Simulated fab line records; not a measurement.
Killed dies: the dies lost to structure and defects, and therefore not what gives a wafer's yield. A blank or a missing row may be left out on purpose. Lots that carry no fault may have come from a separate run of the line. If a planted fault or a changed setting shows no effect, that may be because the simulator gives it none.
Shared-tool check || flow gf180mcu || 39 wafers sampled across 13 lots

WHAT PROMPTED THE OPENING
At GF_VT_IMPLANT_TW_MEAS_21 the reading VT_IMPLANT_2_TW is flagged on 3 of 13 lots. Wafers without a fault read 1214, standard deviation 9.4.
Rule: flag the lot when none of its wafers has a number, or when each of its wafers that has one lies beyond 4 standard deviations from that mean. The rest of the lots are taken to be sound.

{"lot": "L329", "measured": "day 6 12:01", "on": "film-metro-02", "VT_IMPLANT_2_TW, wafer by wafer": "1215 1219 1219", "flag": ""}
{"lot": "L331", "measured": "day 7 03:11", "on": "film-metro-01", "VT_IMPLANT_2_TW, wafer by wafer": "1228 1227 1236", "flag": ""}
{"lot": "L332", "measured": "day 7 08:48", "on": "film-metro-03", "VT_IMPLANT_2_TW, wafer by wafer": "1203 1197 1200", "flag": ""}
{"lot": "L333", "measured": "day 7 18:29", "on": "film-metro-03", "VT_IMPLANT_2_TW, wafer by wafer": "1202 1201 1203", "flag": ""}
{"lot": "L334", "measured": "day 7 21:09", "on": "film-metro-02", "VT_IMPLANT_2_TW, wafer by wafer": "1290 1288 1291", "flag": "FLAGGED"}
{"lot": "L335", "measured": "day 8 05:11", "on": "film-metro-03", "VT_IMPLANT_2_TW, wafer by wafer": "1289 1286 1281", "flag": "FLAGGED"}
{"lot": "L336", "measured": "day 8 12:05", "on": "film-metro-03", "VT_IMPLANT_2_TW, wafer by wafer": "1282 1279 1284", "flag": "FLAGGED"}
{"lot": "L345", "measured": "day 10 16:56", "on": "film-metro-02", "VT_IMPLANT_2_TW, wafer by wafer": "1212 1211 1209", "flag": ""}
{"lot": "L346", "measured": "day 11 02:45", "on": "film-metro-03", "VT_IMPLANT_2_TW, wafer by wafer": "1209 1210 1208", "flag": ""}
{"lot": "L347", "measured": "day 11 10:00", "on": "film-metro-02", "VT_IMPLANT_2_TW, wafer by wafer": "1217 1221 1218", "flag": ""}
{"lot": "L349", "measured": "day 11 21:08", "on": "film-metro-01", "VT_IMPLANT_2_TW, wafer by wafer": "1228 1228 1223", "flag": ""}
{"lot": "L350", "measured": "day 12 01:29", "on": "film-metro-03", "VT_IMPLANT_2_TW, wafer by wafer": "1204 1200 1198", "flag": ""}
{"lot": "L351", "measured": "day 12 08:06", "on": "film-metro-01", "VT_IMPLANT_2_TW, wafer by wafer": "1224 1232 1228", "flag": ""}
Average over the flagged lots: 1286; offset from the usual +72, equal to +8 standard deviations.

LOT BY LOT: THE TOOL USED
The record holds 1 process step before the reading, out of a route of 602 steps. Cell contents, in order: the tool; ch with the chambers the sampled wafers went through; the start.
{"lot": "L329", "flag": "", "GF_VT_IMPLANT_IMPLANT_19": "implanter-01 ch 0, day 6 11:47"}
{"lot": "L331", "flag": "", "GF_VT_IMPLANT_IMPLANT_19": "implanter-01 ch 0, day 7 02:56"}
{"lot": "L332", "flag": "", "GF_VT_IMPLANT_IMPLANT_19": "implanter-01 ch 0, day 7 08:34"}
{"lot": "L333", "flag": "", "GF_VT_IMPLANT_IMPLANT_19": "implanter-01 ch 0, day 7 18:10"}
{"lot": "L334", "flag": "FLAGGED", "GF_VT_IMPLANT_IMPLANT_19": "implanter-01 ch 0, day 7 20:55"}
{"lot": "L335", "flag": "FLAGGED", "GF_VT_IMPLANT_IMPLANT_19": "implanter-01 ch 0, day 8 04:56"}
{"lot": "L336", "flag": "FLAGGED", "GF_VT_IMPLANT_IMPLANT_19": "implanter-01 ch 0, day 8 11:50"}
{"lot": "L345", "flag": "", "GF_VT_IMPLANT_IMPLANT_19": "implanter-03 ch 0, day 10 16:41"}
{"lot": "L346", "flag": "", "GF_VT_IMPLANT_IMPLANT_19": "implanter-03 ch 0, day 11 02:31"}
{"lot": "L347", "flag": "", "GF_VT_IMPLANT_IMPLANT_19": "implanter-02 ch 0, day 11 09:47"}
{"lot": "L349", "flag": "", "GF_VT_IMPLANT_IMPLANT_19": "implanter-02 ch 0, day 11 20:53"}
{"lot": "L350", "flag": "", "GF_VT_IMPLANT_IMPLANT_19": "implanter-03 ch 0, day 12 01:14"}
{"lot": "L351", "flag": "", "GF_VT_IMPLANT_IMPLANT_19": "implanter-01 ch 0, day 12 07:52"}
What the steps here do:
- GF_VT_IMPLANT_IMPLANT_19
- GF_VT_IMPLANT_TW_MEAS_21

FLAGGED OVER TOTAL, TOOL BY TOOL (the gauges that took the reading come last)
{"step": "GF_VT_IMPLANT_IMPLANT_19", "tool": "implanter-01", "lots run": 8, "flagged": 3, "share of the flagged lots": "all", "sound lots run after its first flagged lot": "1 (L351)"}
{"step": "GF_VT_IMPLANT_IMPLANT_19", "tool": "implanter-02", "lots run": 2, "flagged": 0, "share of the flagged lots": "none", "sound lots run after its first flagged lot": "-"}
{"step": "GF_VT_IMPLANT_IMPLANT_19", "tool": "implanter-03", "lots run": 3, "flagged": 0, "share of the flagged lots": "none", "sound lots run after its first flagged lot": "-"}
{"step": "GF_VT_IMPLANT_TW_MEAS_21", "tool": "film-metro-01", "lots run": 3, "flagged": 0, "share of the flagged lots": "none", "sound lots run after its first flagged lot": "-"}
{"step": "GF_VT_IMPLANT_TW_MEAS_21", "tool": "film-metro-02", "lots run": 4, "flagged": 1, "share of the flagged lots": "some", "sound lots run after its first flagged lot": "2 (L345,L347)"}
{"step": "GF_VT_IMPLANT_TW_MEAS_21", "tool": "film-metro-03", "lots run": 6, "flagged": 2, "share of the flagged lots": "some", "sound lots run after its first flagged lot": "2 (L346,L350)"}

WHAT THE TABLE ALLOWS
1 row of the table ran every flagged lot: implanter-01 at GF_VT_IMPLANT_IMPLANT_19.
- implanter-01 at GF_VT_IMPLANT_IMPLANT_19 ran 8 lots, 3 of them flagged. After the first flagged lot (L351), sound lots still ran on it; a lasting fault on the whole tool would not permit that. Its own readings lie more than 4 standard deviations out on every wafer of the flagged lots: beam-energy-keV.
None of the table's rows ran every flagged lot and, after the first, no sound lot.

WHAT THE SIMULATOR HAD PUT IN
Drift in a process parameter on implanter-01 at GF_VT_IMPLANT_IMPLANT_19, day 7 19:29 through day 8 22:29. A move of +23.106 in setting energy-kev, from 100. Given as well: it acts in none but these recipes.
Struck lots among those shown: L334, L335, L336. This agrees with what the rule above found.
